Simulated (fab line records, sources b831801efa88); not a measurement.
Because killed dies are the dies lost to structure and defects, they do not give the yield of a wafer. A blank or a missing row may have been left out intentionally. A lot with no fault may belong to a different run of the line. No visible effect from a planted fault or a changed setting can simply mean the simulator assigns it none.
Shared-tool check :: flow gf180mcu :: 36 wafers sampled across 12 lots

## WHY THIS WAS OPENED
GF_VT_IMPLANT_TW_MEAS_43, reading VT_IMPLANT_4_TW: flagged on 2 of 12 lots. Wafers without a fault read 695, standard deviation 3.2.
Rule: a lot is flagged in two cases, either no wafer of it has a number, or all its wafers with numbers fall more than 4 standard deviations from that mean. The other lots count as sound.

lot: L776
measured: day 7 20:54
on: film-metro-01
VT_IMPLANT_4_TW, wafer by wafer: 696 697 697
flag: 

lot: L777
measured: day 7 21:11
on: film-metro-03
VT_IMPLANT_4_TW, wafer by wafer: 694 697 697
flag: 

lot: L780
measured: day 8 13:47
on: film-metro-01
VT_IMPLANT_4_TW, wafer by wafer: 703 697 700
flag: 

lot: L782
measured: day 9 13:51
on: film-metro-02
VT_IMPLANT_4_TW, wafer by wafer: 691 692 692
flag: 

lot: L783
measured: day 9 15:52
on: film-metro-01
VT_IMPLANT_4_TW, wafer by wafer: 695 690 694
flag: 

lot: L784
measured: day 9 16:03
on: film-metro-03
VT_IMPLANT_4_TW, wafer by wafer: 693 691 691
flag: 

lot: L785
measured: day 10 02:35
on: film-metro-03
VT_IMPLANT_4_TW, wafer by wafer: 694 695 688
flag: 

lot: L792
measured: day 12 06:30
on: film-metro-02
VT_IMPLANT_4_TW, wafer by wafer: 690 698 693
flag: 

lot: L791
measured: day 12 07:00
on: film-metro-01
VT_IMPLANT_4_TW, wafer by wafer: 720 722 722
flag: FLAGGED

lot: L793
measured: day 12 12:13
on: film-metro-02
VT_IMPLANT_4_TW, wafer by wafer: 696 699 695
flag: 

lot: L795
measured: day 13 02:15
on: film-metro-02
VT_IMPLANT_4_TW, wafer by wafer: 725 728 725
flag: FLAGGED

lot: L797
measured: day 13 14:07
on: film-metro-01
VT_IMPLANT_4_TW, wafer by wafer: 696 694 694
flag: 
The mean of the flagged lots' numbers is 724, +29 from the usual (+9 standard deviations).

## WHICH TOOL EACH LOT WENT THROUGH
The record holds 3 process steps before the reading, out of a route of 602 steps. In each cell: the tool, then ch and the chambers that the sampled wafers went through, then the start.
lot: L776
flag: 
GF_STI_ETCH_14: rie-si-02 ch 1,2,3, day 2 06:53
GF_STI_CMP_25: cmp-01 ch 0,2,3, day 2 09:14
GF_VT_IMPLANT_IMPLANT_41: implanter-01 ch 0, day 7 20:40

lot: L777
flag: 
GF_STI_ETCH_14: rie-si-01 ch 0,2,3, day 2 07:06
GF_STI_CMP_25: cmp-02 ch 0,2,3, day 2 09:31
GF_VT_IMPLANT_IMPLANT_41: implanter-02 ch 0, day 7 20:56

lot: L780
flag: 
GF_STI_ETCH_14: rie-si-01 ch 2,3, day 2 22:11
GF_STI_CMP_25: cmp-02 ch 0,1,3, day 3 00:13
GF_VT_IMPLANT_IMPLANT_41: implanter-03 ch 0, day 8 13:32

lot: L782
flag: 
GF_STI_ETCH_14: rie-si-02 ch 0,1,3, day 3 08:30
GF_STI_CMP_25: cmp-02 ch 0,2,3, day 3 13:32
GF_VT_IMPLANT_IMPLANT_41: implanter-02 ch 0, day 9 13:37

lot: L783
flag: 
GF_STI_ETCH_14: rie-si-02 ch 0,3, day 3 14:38
GF_STI_CMP_25: cmp-01 ch 0,1, day 3 19:04
GF_VT_IMPLANT_IMPLANT_41: implanter-02 ch 0, day 9 15:37

lot: L784
flag: 
GF_STI_ETCH_14: rie-si-01 ch 2,3, day 3 18:26
GF_STI_CMP_25: cmp-02 ch 0,2,3, day 3 21:03
GF_VT_IMPLANT_IMPLANT_41: implanter-03 ch 0, day 9 15:49

lot: L785
flag: 
GF_STI_ETCH_14: rie-si-01 ch 1,3, day 4 01:45
GF_STI_CMP_25: cmp-01 ch 1,2,3, day 4 03:39
GF_VT_IMPLANT_IMPLANT_41: implanter-03 ch 0, day 10 02:22

lot: L792
flag: 
GF_STI_ETCH_14: rie-si-02 ch 1,2,3, day 5 12:26
GF_STI_CMP_25: cmp-01 ch 0,1,3, day 5 16:32
GF_VT_IMPLANT_IMPLANT_41: implanter-01 ch 0, day 12 06:16

lot: L791
flag: FLAGGED
GF_STI_ETCH_14: rie-si-02 ch 0,1,2, day 5 08:47
GF_STI_CMP_25: cmp-02 ch 1,3, day 5 12:46
GF_VT_IMPLANT_IMPLANT_41: implanter-02 ch 0, day 12 06:45

lot: L793
flag: 
GF_STI_ETCH_14: rie-si-01 ch 0,3, day 5 16:58
GF_STI_CMP_25: cmp-01 ch 1,2, day 5 21:28
GF_VT_IMPLANT_IMPLANT_41: implanter-01 ch 0, day 12 11:59

lot: L795
flag: FLAGGED
GF_STI_ETCH_14: rie-si-01 ch 0,2,3, day 6 05:14
GF_STI_CMP_25: cmp-02 ch 1,2, day 6 07:50
GF_VT_IMPLANT_IMPLANT_41: implanter-02 ch 0, day 13 02:01

lot: L797
flag: 
GF_STI_ETCH_14: rie-si-02 ch 1,2,3, day 6 14:34
GF_STI_CMP_25: cmp-02 ch 0,1,2, day 6 16:25
GF_VT_IMPLANT_IMPLANT_41: implanter-01 ch 0, day 13 13:52
What is done by these steps:
- GF_STI_ETCH_14: etches Si in HBr/Cl2/O2, target depth 360 nm, time 102.9 s.
- GF_STI_CMP_25: polishes, stops on Si3N4, t overpolish 33 s, target thk 524.6 nm.
- GF_VT_IMPLANT_IMPLANT_41
- GF_VT_IMPLANT_TW_MEAS_43

## FLAGGED OVER TOTAL, TOOL BY TOOL (the gauges that took the reading come last)
step: GF_STI_ETCH_14
tool: rie-si-01
lots run: 6
flagged: 1
share of the flagged lots: some
sound lots run after its first flagged lot: 0

step: GF_STI_ETCH_14
tool: rie-si-02
lots run: 6
flagged: 1
share of the flagged lots: some
sound lots run after its first flagged lot: 2 (L792,L797)

step: GF_STI_CMP_25
tool: cmp-01
lots run: 5
flagged: 0
share of the flagged lots: none
sound lots run after its first flagged lot: -

step: GF_STI_CMP_25
tool: cmp-02
lots run: 7
flagged: 2
share of the flagged lots: all
sound lots run after its first flagged lot: 1 (L797)

step: GF_VT_IMPLANT_IMPLANT_41
tool: implanter-01
lots run: 4
flagged: 0
share of the flagged lots: none
sound lots run after its first flagged lot: -

step: GF_VT_IMPLANT_IMPLANT_41
tool: implanter-02
lots run: 5
flagged: 2
share of the flagged lots: all
sound lots run after its first flagged lot: 0

step: GF_VT_IMPLANT_IMPLANT_41
tool: implanter-03
lots run: 3
flagged: 0
share of the flagged lots: none
sound lots run after its first flagged lot: -

step: GF_VT_IMPLANT_TW_MEAS_43
tool: film-metro-01
lots run: 5
flagged: 1
share of the flagged lots: some
sound lots run after its first flagged lot: 1 (L797)

step: GF_VT_IMPLANT_TW_MEAS_43
tool: film-metro-02
lots run: 4
flagged: 1
share of the flagged lots: some
sound lots run after its first flagged lot: 0

step: GF_VT_IMPLANT_TW_MEAS_43
tool: film-metro-03
lots run: 3
flagged: 0
share of the flagged lots: none
sound lots run after its first flagged lot: -

## WHAT THE TABLE ALLOWS
In 2 table rows, all flagged lots were run: cmp-02 (GF_STI_CMP_25), implanter-02 (GF_VT_IMPLANT_IMPLANT_41).
- cmp-02 at GF_STI_CMP_25: 2 of its 7 lots flagged. After the first flagged lot (L797), sound lots still ran on it; a lasting fault on the whole tool would not permit that.
- implanter-02 at GF_VT_IMPLANT_IMPLANT_41: 2 of its 5 lots flagged. Its last sound lot is L783 (day 9 15:37), its first flagged lot L791 (day 12 06:45): a fault that began between those two fits. Its own readings lie more than 4 standard deviations out on every wafer of the flagged lots: beam-on-s, faraday-current-uA.
Left over: one tool, implanter-02 at GF_VT_IMPLANT_IMPLANT_41.

## WHAT THE SIMULATOR HAD INSERTED
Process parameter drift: implanter-02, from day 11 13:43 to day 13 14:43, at GF_VT_IMPLANT_IMPLANT_41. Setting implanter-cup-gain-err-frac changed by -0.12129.
Shown lots that were struck: L791, L795. The rule given above showed the same thing.
